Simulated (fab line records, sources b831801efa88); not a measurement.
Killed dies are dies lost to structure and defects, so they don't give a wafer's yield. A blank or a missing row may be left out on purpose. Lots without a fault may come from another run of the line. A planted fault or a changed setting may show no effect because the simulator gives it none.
A struck lot beside a sound one | flow gf180mcu | 20 steps out of a route of 602
Sound: wafers L972.1, L972.3, L972.4. Struck: wafers L967.1, L967.3, L967.6. The cause comes at the end.
At each step with rows: each side's tool, then ch and its chambers, then its first start. Under that, the readings that differ: sound wafers | struck wafers | difference of the means | sigmas: that difference in standard deviations of wafers without a fault.
alike: readings whose means differ by less than 2 such deviations, and words and numbers that are the same on both sides. not compared: withheld readings, readings that some wafer has no value for, bounds like >300 that may hide the same value, and numbers for which the record gives no deviation and whose values overlap.
The two part at a step that has a row with sigmas, a row that says differs or no value, or rows on one side only. Numbers that don't overlap but have no deviation are shown without sigmas and don't part them. A reading that every wafer of one side lacks parts them only if that side has two wafers or more.

first, 1 step without rows for these wafers: GF_LVPWELL_DEVELOP_06 (develop time 60 s).
GF_LVPWELL_OVL_MEAS_07:
  sound on overlay-02, day 8 06:48; struck on overlay-02, day 7 05:11
  alike: LVPWELL_OVL
then, 2 steps without rows for these wafers: GF_LVPWELL_IMPLANT_08; GF_LVPWELL_IMPLANT_09.
GF_LVPWELL_STRIP_10: strips in O2/N2.
  sound on plasma_asher-04 ch 0,1, day 8 07:08; struck on plasma_asher-03 ch 0,1, day 7 05:31
  alike: drypump_motor_current_A, heater_power_w, oes_product_au, strip_time_to_endpoint_s
  not compared: rf_hours_counter_h
GF_LVPWELL_TW_MEAS_11:
  sound on film_metro-04, day 8 07:14; struck on film_metro-04, day 7 05:37
  alike: LVPWELL_TW
then, 6 steps without rows for these wafers: GF_MVSD_DEHYDRATE_00 (time 60 s); GF_MVSD_HMDS_01 (prime time 60 s); GF_MVSD_COAT_02 (resist thk 3000 nm); GF_MVSD_SOFTBAKE_03; GF_MVSD_EXPOSE_04 (exposes mask MVSD, target cd 1000 nm); GF_MVSD_PEB_05.
GF_MVSD_DEVELOP_06: develop time 60 s.
  sound on litho_track-03 ch 0, day 8 23:00; struck on litho_track-02 ch 0, day 7 20:00
GF_MVSD_OVL_MEAS_07:
  sound on overlay-02, day 8 23:20; struck on overlay-01, day 7 20:57
  reading       | sound       | struck | difference                    | sigmas
  MVSD_OVL (nm) | 0.1 1.6 0.1 | - - -  | no value on the struck wafers |
then, 2 steps without rows for these wafers: GF_MVSD_IMPLANT_08; GF_MVSD_IMPLANT_09.
GF_MVSD_STRIP_10: strips in O2/N2.
  sound on plasma_asher-01 ch 0,1, day 8 23:40; struck on plasma_asher-04 ch 0,1, day 7 21:17
  reading            | sound       | struck      | difference | sigmas
  heater_power_w (W) | 352 357 354 | 307 321 306 | -43        | -2
  alike: drypump_motor_current_A, oes_product_au, strip_time_to_endpoint_s
  not compared: rf_hours_counter_h
GF_MVSD_TW_MEAS_11:
  sound on film_metro-02, day 8 23:46; struck on film_metro-03, day 7 21:26
  reading | sound          | struck         | difference | sigmas
  MVSD_TW | 1566 1575 1585 | 1504 1499 1511 | -71        | -5
then, 1 step without rows for these wafers: GF_MVPSD_DEHYDRATE_00 (time 60 s).
-- the record jumps here: 25 days lie between the struck wafers' starts before and after (it left off in module MVPSD and takes up again in module PASSIVATION, whose first step shown is number 602 of the route) --
GF_PASSIVATION_PROBE_99:
  sound on prober-02, day 34 03:14; struck on prober-01, day 33 03:11
  reading                                   | sound                | struck               | difference | sigmas
  model.etest.n_drift.rs_ohm_sq             | 1091 1140 1095       | 8919 1.003e+04 9111  | +8245      |
  model.etest.ldnmos_10p0.r_on_ohm_um       | 3730 3771 3733       | 5296 5470 5319       | +1617      |
  model.etest.ldnmos_10p0.drive_ua_um       | 540.8 533.2 540.1    | 347 336.5 343.8      | -196       |
  model.etest.ldnmos_10p0.drive_ua_um_range | 5.668 11.47 9.685    | 4.107 4.911 3.133    | -4.891     |
  model.etest.ldnmos_10p0.off_log10_a_um    | -12.93 -13.15 -13.09 | -12.39 -12.24 -12.37 | +0.72      |

WHERE THEY PART
First at GF_MVSD_OVL_MEAS_07; last, within this record, at GF_MVSD_TW_MEAS_11.

WHY: what the simulator had put in
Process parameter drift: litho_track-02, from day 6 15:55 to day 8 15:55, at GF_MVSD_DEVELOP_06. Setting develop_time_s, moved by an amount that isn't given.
